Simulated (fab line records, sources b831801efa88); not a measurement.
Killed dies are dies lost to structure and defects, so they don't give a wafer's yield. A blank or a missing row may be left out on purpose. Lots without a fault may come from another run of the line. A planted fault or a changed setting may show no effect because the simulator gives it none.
Which tool did it? | flow gf180mcu | 6 lots, 17 wafers sampled, at 1 step of a route of 602

WHAT THE GAUGES READ, wafer by wafer
GF_CONTACT_OVL_MEAS_15.
lot  | measured     | on         | CONTACT_OVL (nm)
L712 | day 16 21:01 | overlay-02 | 4 9 0
L715 | day 18 15:35 | overlay-01 | 8 6 10
L722 | day 20 18:05 | overlay-02 | 0 2
L730 | day 23 07:13 | overlay-01 | 7 7 4
L732 | day 24 04:01 | overlay-02 | 3 5 4
L734 | day 24 13:10 | overlay-01 | -2 2 1

WHICH TOOL RAN EACH LOT (tool, then ch and the chambers of the sampled wafers, then the start)
The record holds no process step before these readings.

THE ANSWER, worked out from the rows above alone
Rule: what is usual is taken from the lots themselves. Put in order of their means at a reading, lots are off if they are a third of the lots or fewer, leave a main group of 4 or more, and stand apart from it by a gap of 3 or more times the standard deviation of the main group's means; of several such gaps the widest counts. A main group whose means are all the same, to the digits that the tables above print for the reading, isn't used. A lot without any number at a reading at which 4 lots or more have one is off too. The other lots that the step has rows for count as sound.
No lot is off at any reading shown: from this, nothing can be told.

WHAT THE SIMULATOR HAD PUT IN
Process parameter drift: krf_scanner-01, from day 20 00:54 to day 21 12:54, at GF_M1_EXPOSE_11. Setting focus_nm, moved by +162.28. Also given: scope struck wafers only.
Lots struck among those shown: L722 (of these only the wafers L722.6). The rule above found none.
